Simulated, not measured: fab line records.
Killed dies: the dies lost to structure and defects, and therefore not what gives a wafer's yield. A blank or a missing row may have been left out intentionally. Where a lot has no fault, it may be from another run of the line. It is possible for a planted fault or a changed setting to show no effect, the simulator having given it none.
A single fault, viewed from 2 desks -- flow sfqLine -- each desk has only its own numbers; what lay behind them comes last

== TOOL OWNER'S DESK, pvdSputter-05 ==
The tool's own readings at SFQ_TRILAYER_M7_DEP_SPUTTER_175 (material Nb, target thk 200 nm, time 133.3 s): means of the sampled wafers that have a number, for each lot that ran on this tool. The brackets show how far a lot's mean lies from the usual mean; more than 4 standard deviations puts the lot out of limits, marked OUT.
Columns: A = cathodeDcPowerW at SFQ_TRILAYER_M7_DEP_SPUTTER_175, usual 2000.0 W; B = throttleValvePct at SFQ_TRILAYER_M7_DEP_SPUTTER_175, usual 30.0 %
lot,first seen here,A,B
L536,day 71 04:46,2000.0,29.1
L542,day 73 21:33,2000.2,29.2
L548,day 74 14:21,2000.3,29.1
L551,day 75 01:59,2347.8 (+99 or more) OUT,29.1
L553,day 75 06:33,2347.8 (+99 or more) OUT,28.9
This desk finds L551, L553 out of limits, L551 being first, at day 75 01:59 (cathodeDcPowerW at SFQ_TRILAYER_M7_DEP_SPUTTER_175). L536, L542, L548: within limits.

== AT THE METROLOGY DESK ==
What the gauges read for every lot (on any tool): the sampled wafers with a number, averaged. The brackets show how far a lot's mean lies from the usual mean; more than 4 standard deviations puts the lot out of limits, marked OUT.
Columns: A = M7_NB_RS at SFQ_M7_RS_MEAS_943, usual 0.891 ohm/sq
lot,first seen here,A
L535,day 67 09:47,0.885
L536,day 71 04:51,0.887
L537,day 71 06:04,0.892
L538,day 73 04:50,0.897
L540,day 73 16:52,0.886
L541,day 73 20:26,0.878
L542,day 73 21:40,0.905
L543,day 73 22:51,0.893
L548,day 74 14:28,0.908
L551,day 75 02:05,0.774 (-9.8) OUT
L553,day 75 06:38,0.770 (-10) OUT
L554,day 75 08:28,0.890
L555,day 75 10:16,0.886
L556,day 75 10:50,0.878
This desk finds L551, L553 out of limits, with the earliest case on L551 at day 75 02:05 (M7_NB_RS at SFQ_M7_RS_MEAS_943). L535, L536, L537, L538, L540, L541, L542, L543, L548, L554, L555, L556: within limits.

== TAKEN TOGETHER ==
At day 75 01:59, on L551, L553, the tool owner's desk was in a position to raise an alarm.
At day 75 02:05 the metrology desk could have sounded an alarm, on L551, L553.
Every lot named ran SFQ_TRILAYER_M7_DEP_SPUTTER_175 on pvdSputter-05.

== WHAT THE SIMULATOR HAD INSERTED ==
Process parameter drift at SFQ_TRILAYER_M7_DEP_SPUTTER_175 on pvdSputter-05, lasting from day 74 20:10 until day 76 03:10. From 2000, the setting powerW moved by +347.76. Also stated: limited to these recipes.
Lots struck among those shown: L551, L553.
Fault start to first reading out of limits, in hours, per desk: tool owner, 6; metrology, 6.
